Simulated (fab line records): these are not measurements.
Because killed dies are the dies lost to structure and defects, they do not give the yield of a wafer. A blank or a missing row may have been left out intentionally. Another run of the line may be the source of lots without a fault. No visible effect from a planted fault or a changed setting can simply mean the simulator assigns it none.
fab line records | flow sfq-line
record lots=13 | wafers=38 | last-day=95
route steps=325 shown I4@164 JJ@191 I7@308
lots that met no fault: from a run of the same line without faults
start-h: start of the lot's first displayed wafer, in hours after the record's first day | wait-h: hours elapsed since this lot's preceding step | " as in the row above | L1.1+2: several wafers, shown together as one row | - value missing, or start not given | * or withheld: withheld | < > ~ a bound
route shown NAME@n: NAME is a module with steps in the file, n the number in the route of the first one | usual: mean/standard deviation of fault-free wafers | same: alike in all rows | chamber/n: place in a boat | sites: the reading at each site | _std_site: the values' standard deviation | _edge_site: outer sites' mean less inner sites' | radius-mm: for every site, how far away it sits from the centre of the wafer | mask NAME#n: copy n | behind: the tool/chamber that last shaped the wafer | hold: the reason the lot was held/the length of the hold in hours/how it ended | device: whichever transistor did not switch (one of n, p or np) | end of line: the same wafers' tests at the end of the route | a step given without rows: its recipe and nothing more | killed: not the wafer's yield, but the dies lost to structure and defects at the first sort | map: per-die view of a wafer (x killed, . not killed, _ where there is no die)
set.NAME: the setting that was run; set.NAME@STEP: the one run at that earlier step | model.NAME: the simulator's own value behind a step, which no gauge read
the route's steps for a sample of lots (tables are steps, rows are wafers)
services: a tool's chamber out of use, with start hour (start-h, from the record's first day; less than 0 if before it), hours out, and reason
## steps
# step SFQ_TRILAYER_I4_CMP_CMP_100
# recipe material=SiO2 | down-force-psi=3 | platen-rpm=60 | pad-velocity-m-s=0.94248
# usual head-pressure-psi=3.000/0.0067 | motor-current-A=10.2/0.98 | platen-rpm=60.00/0.039 | time-to-endpoint-s=218/8.9
lot.wafer | tool   | chamber | start-h | wait-h | head-pressure-psi | motor-current-A | platen-rpm | time-to-endpoint-s
L302.1    | cmp-01 | 1       | 1276.40 | 0.5    | 2.991             | 10.5            | 60.06      | 216
L302.4    | "      | 2       | "       | "      | 3.002             | 9.4             | 60.07      | 216
L302.5    | "      | 1       | 1278.40 | 2.5    | 2.997             | 10.1            | 60.07      | 217
L303.1    | cmp-01 | 0       | 1288.40 | 0.5    | 3.004             | 10.6            | 60.06      | 215
L303.4    | "      | 2       | 1289.40 | 1.5    | 2.993             | 9.8             | 59.97      | 211
L303.6    | "      | 3       | "       | "      | 2.994             | 10.4            | 59.96      | 219
L309.4    | cmp-02 | 2       | 1403.19 | 4.4    | 2.989             | 11.1            | 59.99      | 234
L309.6    | "      | 3       | "       | "      | 3.000             | 10.4            | 59.98      | 219
L311.2    | cmp-02 | 0       | 1410.69 | 4.7    | 2.990             | 8.0             | 59.94      | 225
L311.3    | "      | 3       | 1412.19 | 6.2    | 2.992             | 10.4            | 60.02      | 236
L311.6    | "      | 0       | "       | "      | 2.997             | 8.6             | 60.06      | 232
L314.1    | cmp-01 | 0       | 1426.37 | 8.4    | 2.985             | 10.6            | 60.05      | 212
L314.4    | "      | 3       | 1427.87 | 9.9    | 3.004             | 10.1            | 60.04      | 220
L314.5    | "      | 0       | "       | "      | 3.005             | 11.1            | 60.03      | 208
L316.3    | cmp-01 | 1       | 1441.87 | 8.3    | 2.994             | 10.3            | 60.08      | 222
L316.6    | "      | 0       | 1443.37 | 9.8    | 3.004             | 10.9            | 60.05      | 222
L316.5    | "      | 1       | "       | "      | 2.988             | 10.4            | 60.01      | 222
L319.4    | cmp-02 | 0       | 1471.44 | 17.3   | 2.999             | 8.3             | 60.04      | 228
L319.1    | "      | 2       | 1472.44 | 18.4   | 3.002             | 11.6            | 59.94      | 209
L319.5    | "      | 0       | 1473.44 | 19.3   | 3.004             | 8.0             | 60.07      | 223
L320.2    | cmp-02 | 0       | 1474.44 | 18.0   | 3.003             | 8.0             | 60.06      | 223
L320.4    | "      | 1       | "       | "      | 2.999             | 11.6            | 60.06      | 234
L320.6    | "      | 0       | 1476.44 | 19.9   | 3.002             | 8.5             | 60.03      | 221
L321.3    | cmp-01 | 2       | 1475.75 | 16.9   | 3.003             | 9.6             | 59.98      | 204
L321.4    | "      | 3       | "       | "      | 3.001             | 10.2            | 59.97      | 227
L321.1    | "      | 0       | "       | "      | 3.000             | 10.8            | 60.01      | 202
L322.3    | cmp-02 | 3       | 1480.94 | 13.7   | 3.004             | 10.1            | 60.03      | 224
L322.5    | "      | 2       | 1482.44 | 15.1   | 3.004             | 11.1            | 59.98      | 218
L322.6    | "      | 3       | "       | "      | 3.008             | 10.6            | 60.00      | 235
L323.3    | cmp-02 | 3       | 1483.94 | 11.9   | 3.007             | 11.1            | 59.98      | 219
L323.2    | "      | 0       | "       | "      | 2.992             | 8.6             | 60.02      | 225
L323.4    | "      | 1       | "       | "      | 2.994             | 10.9            | 59.98      | 220
L324.2    | cmp-02 | 3       | 1486.94 | 6.4    | 3.014             | 11.0            | 59.96      | 215
L324.1    | "      | 0       | "       | "      | 3.007             | 8.6             | 59.99      | 225
L324.3    | "      | 1       | "       | "      | 2.998             | 10.9            | 59.99      | 226
L325.4    | cmp-01 | 1       | 1487.25 | 1.8    | 3.005             | 10.1            | 60.01      | 218
L325.2    | "      | 2       | "       | "      | 2.996             | 9.5             | 60.00      | 207
L325.5    | "      | 1       | 1489.25 | 3.8    | 3.007             | 10.4            | 60.00      | 222
# step SFQ_TRILAYER_I4_METRO_MEASURE_101
# usual thk-nm=200.2/1.1
lot.wafer | tool          | chamber | start-h | wait-h | thk-nm
L302.1    | film-metro-01 | -       | 1279.02 | 0.1    | 202.0
L302.4    | "             | -       | "       | "      | 199.2
L302.5    | "             | -       | "       | "      | 200.8
L303.1    | film-metro-02 | -       | 1291.02 | 0.1    | 198.3
L303.4    | "             | -       | "       | "      | 199.9
L303.6    | "             | -       | "       | "      | 201.2
L309.4    | film-metro-02 | -       | 1405.41 | 0.6    | 178.4
L309.6    | "             | -       | "       | "      | 199.4
L311.2    | film-metro-01 | -       | 1414.01 | 0.3    | 201.3
L311.3    | "             | -       | "       | "      | 181.5
L311.6    | "             | -       | "       | "      | 201.9
L314.1    | film-metro-01 | -       | 1429.49 | 0.1    | 199.4
L314.4    | "             | -       | "       | "      | 199.7
L314.5    | "             | -       | "       | "      | 198.2
L316.3    | film-metro-04 | -       | 1444.89 | 0.5    | 200.6
L316.5    | "             | -       | "       | "      | 199.8
L316.6    | "             | -       | "       | "      | 199.6
L319.1    | film-metro-01 | -       | 1474.56 | 0.1    | 198.6
L319.4    | "             | -       | "       | "      | 199.8
L319.5    | "             | -       | "       | "      | 199.0
L320.2    | film-metro-01 | -       | 1477.76 | 0.3    | 200.2
L320.4    | "             | -       | "       | "      | 200.6
L320.6    | "             | -       | "       | "      | 199.0
L321.1    | film-metro-02 | -       | 1478.37 | 0.1    | 199.0
L321.3    | "             | -       | "       | "      | 199.7
L321.4    | "             | -       | "       | "      | 200.1
L322.3    | film-metro-04 | -       | 1483.96 | 0.5    | 201.2
L322.5    | "             | -       | "       | "      | 200.0
L322.6    | "             | -       | "       | "      | 200.4
L323.2    | film-metro-01 | -       | 1486.76 | 0.3    | 199.8
L323.3    | "             | -       | "       | "      | 199.0
L323.4    | "             | -       | "       | "      | 200.3
L324.1    | film-metro-01 | -       | 1489.56 | 0.1    | 202.4
L324.2    | "             | -       | "       | "      | 201.1
L324.3    | "             | -       | "       | "      | 202.7
L325.2    | film-metro-04 | -       | 1490.57 | 0.3    | 199.2
L325.4    | "             | -       | "       | "      | 199.9
L325.5    | "             | -       | "       | "      | 201.6
# step SFQ_TRILAYER_I4_VIA_ETCH_VIA_ETCH_106
# recipe target=SiO2 | stop-on=Nb | mask-material=PR | taper-deg=20 | chemistry=CHF3 | target-depth-nm=260 | source-w=500 | bias-w=80 | pressure-mtorr=30 | time-s=withheld
# usual drypump-motor-current-A=5.5/0.35 | oes-product-au=0.855/0.0051
lot.wafer | tool        | chamber | start-h | wait-h | drypump-motor-current-A | oes-product-au
L302.1    | rie-diel-04 | 0       | 1407.37 | 0.0    | 5.0                     | 0.861
L302.4    | "           | 3       | "       | "      | 5.4                     | 0.852
L302.5    | "           | 2       | "       | "      | 4.9                     | 0.851
L303.1    | rie-diel-03 | 0       | 1418.17 | 0.0    | 5.6                     | 0.848
L303.4    | "           | 1       | "       | "      | 5.6                     | 0.853
L303.6    | "           | 2       | "       | "      | 5.6                     | 0.847
L309.4    | rie-diel-04 | 0       | 1512.14 | 0.0    | 5.0                     | 0.806
L309.6    | "           | 1       | "       | "      | 5.9                     | 0.853
L311.2    | rie-diel-03 | 1       | 1521.74 | 0.0    | 5.6                     | 0.864
L311.3    | "           | 2       | "       | "      | 5.7                     | 0.808
L311.6    | "           | 3       | "       | "      | 5.3                     | 0.856
L314.1    | rie-diel-01 | 3       | 1534.94 | 0.0    | 5.6                     | 0.852
L314.4    | "           | 1       | "       | "      | 5.3                     | 0.850
L314.5    | "           | 0       | "       | "      | 5.6                     | 0.857
L316.3    | rie-diel-04 | 3       | 1549.47 | 0.0    | 5.5                     | 0.859
L316.5    | "           | 2       | "       | "      | 4.9                     | 0.849
L316.6    | "           | 3       | "       | "      | 5.5                     | 0.843
L319.1    | rie-diel-03 | 3       | 1571.19 | 0.0    | 5.2                     | 0.850
L319.4    | "           | 2       | "       | "      | 5.7                     | 0.862
L319.5    | "           | 0       | "       | "      | 5.6                     | 0.855
L320.2    | rie-diel-01 | 1       | 1574.79 | 0.0    | 5.4                     | 0.857
L320.4    | "           | 2       | "       | "      | 6.3                     | 0.861
L320.6    | "           | 2       | "       | "      | 6.3                     | 0.852
L321.1    | rie-diel-03 | 2       | 1575.99 | 0.0    | 5.7                     | 0.847
L321.3    | "           | 1       | "       | "      | 5.6                     | 0.854
L321.4    | "           | 0       | "       | "      | 5.6                     | 0.850
L322.3    | rie-diel-01 | 1       | 1581.99 | 0.0    | 5.3                     | 0.867
L322.5    | "           | 2       | "       | "      | 6.3                     | 0.861
L322.6    | "           | 3       | "       | "      | 5.6                     | 0.856
L323.2    | rie-diel-03 | 1       | 1585.59 | 0.0    | 5.6                     | 0.854
L323.3    | "           | 0       | "       | "      | 5.6                     | 0.848
L323.4    | "           | 3       | "       | "      | 5.3                     | 0.855
L324.1    | rie-diel-03 | 0       | 1590.39 | 0.0    | 5.6                     | 0.860
L324.2    | "           | 2       | "       | "      | 5.7                     | 0.861
L324.3    | "           | 3       | "       | "      | 5.2                     | 0.854
L325.2    | rie-diel-04 | 3       | 1591.59 | 0.0    | 5.5                     | 0.860
L325.4    | "           | 0       | "       | "      | 5.0                     | 0.850
L325.5    | "           | 2       | "       | "      | 4.9                     | 0.863
# step SFQ_JJ_OVL_MEAS_931
# usual J5_OVL=1/6.1
lot.wafer | tool       | chamber | start-h | wait-h | J5_OVL[nm]
L302.1    | overlay-01 | -       | 1411.89 | 0.1    | 2
L302.4    | "          | -       | "       | "      | 5
L302.5    | "          | -       | "       | "      | 3
L303.1    | overlay-01 | -       | 1422.69 | 0.1    | 13
L303.4    | "          | -       | "       | "      | -1
L303.6    | "          | -       | "       | "      | 1
L309.4    | overlay-01 | -       | 1621.79 | 0.1    | -2
L309.6    | "          | -       | "       | "      | -1
L311.2    | overlay-02 | -       | 1630.17 | 0.1    | -8
L311.3    | "          | -       | "       | "      | 3
L311.6    | "          | -       | "       | "      | -6
L314.1    | overlay-01 | -       | 1646.61 | 0.1    | 1
L314.4    | "          | -       | "       | "      | -8
L314.5    | "          | -       | "       | "      | 3
L316.3    | overlay-01 | -       | 1660.74 | 0.1    | -1
L316.5    | "          | -       | "       | "      | -3
L316.6    | "          | -       | "       | "      | 7
L319.1    | overlay-01 | -       | 1685.93 | 0.1    | 6
L319.4    | "          | -       | "       | "      | -2
L319.5    | "          | -       | "       | "      | 7
L320.2    | overlay-02 | -       | 1688.33 | 0.1    | -5
L320.4    | "          | -       | "       | "      | 0
L320.6    | "          | -       | "       | "      | -6
L321.1    | overlay-01 | -       | 1689.73 | 0.1    | -3
L321.3    | "          | -       | "       | "      | -9
L321.4    | "          | -       | "       | "      | -10
L322.3    | overlay-01 | -       | 1693.14 | 0.1    | 4
L322.5    | "          | -       | "       | "      | 0
L322.6    | "          | -       | "       | "      | -4
L323.2    | overlay-02 | -       | 1696.73 | 0.1    | 9
L323.3    | "          | -       | "       | "      | 8
L323.4    | "          | -       | "       | "      | 7
L324.1    | overlay-02 | -       | 1701.53 | 0.1    | -2
L324.2    | "          | -       | "       | "      | 1
L324.3    | "          | -       | "       | "      | 0
L325.2    | overlay-02 | -       | 1702.73 | 0.1    | -8
L325.4    | "          | -       | "       | "      | -9
L325.5    | "          | -       | "       | "      | 0
# step SFQ_TRILAYER_I7_VIA_ETCH_VIA_ETCH_190
# recipe target=SiO2 | stop-on=Nb | mask-material=PR | taper-deg=20 | chemistry=CHF3 | target-depth-nm=260 | source-w=500 | bias-w=80 | pressure-mtorr=30 | time-s=withheld
# usual drypump-motor-current-A=5.6/0.38 | oes-product-au=0.854/0.005
lot.wafer | tool        | chamber | start-h | wait-h | drypump-motor-current-A | oes-product-au
L302.1    | rie-diel-04 | 2       | 1872.22 | 0.0    | 4.9                     | 0.860
L302.4    | "           | 0       | "       | "      | 5.0                     | 0.858
L302.5    | "           | 0       | "       | "      | 5.0                     | 0.853
L303.1    | rie-diel-03 | 3       | 1877.02 | 0.0    | 5.3                     | 0.860
L303.4    | "           | 2       | "       | "      | 5.7                     | 0.856
L303.6    | "           | 3       | "       | "      | 5.3                     | 0.847
L309.4    | rie-diel-04 | 3       | 1957.54 | 0.0    | 5.4                     | 0.849
L309.6    | "           | 1       | "       | "      | 5.9                     | 0.850
L311.2    | rie-diel-03 | 0       | 1965.03 | 0.0    | 5.6                     | 0.856
L311.3    | "           | 3       | "       | "      | 5.3                     | 0.854
L311.6    | "           | 2       | "       | "      | 5.7                     | 0.858
L314.1    | rie-diel-01 | 0       | 2146.60 | 0.0    | 5.6                     | 0.854
L314.4    | "           | 2       | "       | "      | 6.3                     | 0.845
L314.5    | "           | 1       | "       | "      | 5.3                     | 0.857
L316.3    | rie-diel-01 | 3       | 2161.94 | 0.0    | 5.6                     | 0.859
L316.5    | "           | 0       | "       | "      | 5.6                     | 0.854
L316.6    | "           | 1       | "       | "      | 5.4                     | 0.862
L319.1    | rie-diel-01 | 1       | 2174.07 | 0.0    | 5.3                     | 0.852
L319.4    | "           | 3       | "       | "      | 5.6                     | 0.854
L319.5    | "           | 2       | "       | "      | 6.3                     | 0.846
L320.2    | rie-diel-04 | 1       | 2175.27 | 0.0    | 5.9                     | 0.864
L320.4    | "           | 3       | "       | "      | 5.4                     | 0.851
L320.6    | "           | 0       | "       | "      | 5.0                     | 0.848
L321.1    | rie-diel-01 | 1       | 2178.87 | 0.0    | 5.3                     | 0.856
L321.3    | "           | 2       | "       | "      | 6.3                     | 0.857
L321.4    | "           | 3       | "       | "      | 5.6                     | 0.857
L322.3    | rie-diel-01 | 2       | 2183.02 | 0.0    | 6.3                     | 0.860
L322.5    | "           | 0       | "       | "      | 5.6                     | 0.848
L322.6    | "           | 1       | "       | "      | 5.3                     | 0.853
L323.2    | rie-diel-04 | 0       | 2185.42 | 0.0    | 5.0                     | 0.865
L323.3    | "           | 1       | "       | "      | 5.8                     | 0.854
L323.4    | "           | 2       | "       | "      | 4.9                     | 0.852
L324.1    | rie-diel-01 | 3       | 2190.22 | 0.0    | 5.6                     | 0.851
L324.2    | "           | 0       | "       | "      | 5.7                     | 0.856
L324.3    | "           | 2       | "       | "      | 6.3                     | 0.854
L325.2    | rie-diel-04 | 3       | 2193.82 | 0.0    | 5.4                     | 0.852
L325.4    | "           | 2       | "       | "      | 4.9                     | 0.858
L325.5    | "           | 0       | "       | "      | 5.0                     | 0.863
# step SFQ_TRILAYER_I7_VIA_STRIP_STRIP_191
# recipe gas=O2 | power-w=200 | platen-temp-c=40 | overash-fraction=0.65 | chemistry=O2 | pressure-mtorr=50
# usual drypump-motor-current-A=5.7/0.45 | oes-product-au=1.001/0.0084
# same overash-fraction=0.65
lot.wafer | tool         | chamber | start-h | wait-h | drypump-motor-current-A | oes-product-au | rf-hours-counter-h
L302.1    | rie-metal-03 | 1       | 1872.33 | -      | 5.8                     | 1.010          | 72
L302.4    | "            | 1       | "       | "      | 5.8                     | 1.003          | -
L302.5    | "            | 0       | "       | "      | 5.5                     | 0.993          | -
L303.1    | rie-metal-02 | 1       | 1877.13 | -      | 6.4                     | 0.993          | 69
L303.4    | "            | 0       | "       | "      | 5.3                     | 0.996          | -
L303.6    | "            | 0       | "       | "      | 5.3                     | 1.007          | -
L309.4    | rie-metal-02 | 1       | 1957.85 | -      | 6.4                     | 1.003          | -
L309.6    | "            | 0       | "       | "      | 5.3                     | 0.997          | -
L311.2    | rie-metal-02 | 0       | 1965.14 | -      | 5.3                     | 0.998          | 124
L311.3    | "            | 1       | "       | "      | 6.4                     | 0.995          | -
L311.6    | "            | 0       | "       | "      | 5.3                     | 1.000          | -
L314.1    | rie-metal-03 | 0       | 2146.71 | -      | 5.5                     | 1.017          | 11
L314.4    | "            | 0       | "       | "      | 5.5                     | 0.993          | -
L314.5    | "            | 1       | "       | "      | 5.8                     | 0.997          | -
L316.3    | rie-metal-02 | 1       | 2162.25 | -      | 6.4                     | 0.990          | -
L316.5    | "            | 0       | "       | "      | 5.3                     | 1.005          | -
L316.6    | "            | 1       | "       | "      | 6.5                     | 0.988          | -
L319.1    | rie-metal-02 | 1       | 2174.18 | -      | 6.4                     | 1.013          | 112
L319.4    | "            | 0       | "       | "      | 5.3                     | 1.003          | -
L319.5    | "            | 1       | "       | "      | 6.4                     | 1.000          | -
L320.2    | rie-metal-01 | 0       | 2175.38 | -      | 5.4                     | 0.993          | 25
L320.4    | "            | 1       | "       | "      | 5.4                     | 1.017          | -
L320.6    | "            | 1       | "       | "      | 5.4                     | 1.016          | -
L321.1    | rie-metal-02 | 1       | 2178.98 | -      | 6.5                     | 1.003          | 112
L321.3    | "            | 1       | "       | "      | 6.5                     | 0.999          | -
L321.4    | "            | 0       | "       | "      | 5.3                     | 1.007          | -
L322.3    | rie-metal-01 | 0       | 2183.33 | -      | 5.4                     | 0.991          | -
L322.5    | "            | 1       | "       | "      | 5.4                     | 1.011          | -
L322.6    | "            | 0       | "       | "      | 5.4                     | 0.995          | -
L323.2    | rie-metal-03 | 0       | 2185.53 | -      | 5.5                     | 1.012          | 15
L323.3    | "            | 0       | "       | "      | 5.5                     | 1.011          | -
L323.4    | "            | 1       | "       | "      | 5.8                     | 1.001          | -
L324.1    | rie-metal-02 | 0       | 2190.33 | -      | 5.3                     | 1.002          | 18
L324.2    | "            | 1       | "       | "      | 6.5                     | 0.998          | 113
L324.3    | "            | 0       | "       | "      | 5.3                     | 1.010          | -
L325.2    | rie-metal-02 | 1       | 2193.93 | -      | 6.4                     | 1.009          | 113
L325.4    | "            | 0       | "       | "      | 5.3                     | 1.008          | -
L325.5    | "            | 1       | "       | "      | 6.4                     | 1.002          | -
## services
tool        | chamber | start-h | hours | kind
rie-diel-04 | -       | 1254.59 | 2.8   | pm
rie-diel-01 | 2       | 1289.97 | 3.2   | repair
rie-diel-01 | 1       | 1366.84 | 4.5   | repair
rie-diel-01 | 3       | 1408.22 | 6.4   | repair
rie-diel-04 | 2       | 1421.83 | 13.2  | repair
rie-diel-04 | 1       | 1427.67 | 1.9   | repair
rie-diel-01 | 1       | 1478.17 | 5.8   | repair
rie-diel-01 | -       | 1546.82 | 2.8   | pm
rie-diel-01 | -       | 1597.70 | 1.2   | repair
rie-diel-01 | 3       | 1598.72 | 22.4  | repair
rie-diel-04 | 1       | 1606.09 | 6.3   | repair
rie-diel-01 | -       | 1613.78 | 0.9   | repair
rie-diel-01 | 0       | 1627.99 | 2.3   | repair
rie-diel-01 | -       | 1664.21 | 1.0   | repair
rie-diel-04 | 3       | 1677.75 | 22.3  | repair
rie-diel-04 | 0       | 1684.81 | 13.6  | repair
rie-diel-01 | 1       | 1748.85 | 1.4   | repair
rie-diel-04 | -       | 1782.91 | 1.2   | repair
rie-diel-01 | 2       | 1784.64 | 4.8   | repair
rie-diel-04 | 0       | 1864.98 | 4.3   | repair
rie-diel-04 | 1       | 1882.40 | 9.9   | repair
rie-diel-04 | -       | 1883.20 | 0.1   | repair
rie-diel-01 | 1       | 1948.62 | 8.5   | repair
rie-diel-01 | -       | 2090.57 | 1.3   | repair
## key
first-sign step=SFQ_TRILAYER_I4_METRO_MEASURE_101 | reading=thk-nm | direction=down | sigmas=18 | usual=200.2 | struck=180.0
effect step=SFQ_TRILAYER_I4_VIA_ETCH_VIA_ETCH_106 | reading=oes-product-au | direction=down | sigmas=9.5 | usual=0.855 | struck=0.807
met-at SFQ_TRILAYER_I4_CMP_CMP_100
struck-lots L309,L311
struck-wafers L309.4,L311.3
not-acting-at SFQ_JJ_OVL_MEAS_931,SFQ_TRILAYER_I7_VIA_ETCH_VIA_ETCH_190,SFQ_TRILAYER_I7_VIA_STRIP_STRIP_191
fault kind=process-parameter-drift | tool=cmp-02 | chamber=- | onset-h=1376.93 | steps=SFQ_TRILAYER_I4_CMP_CMP_100 | channel=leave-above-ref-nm | offset=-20 | shape=step | end-h=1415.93 | scope=struck-wafers-only | acts-in=these-recipes-only | stated=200
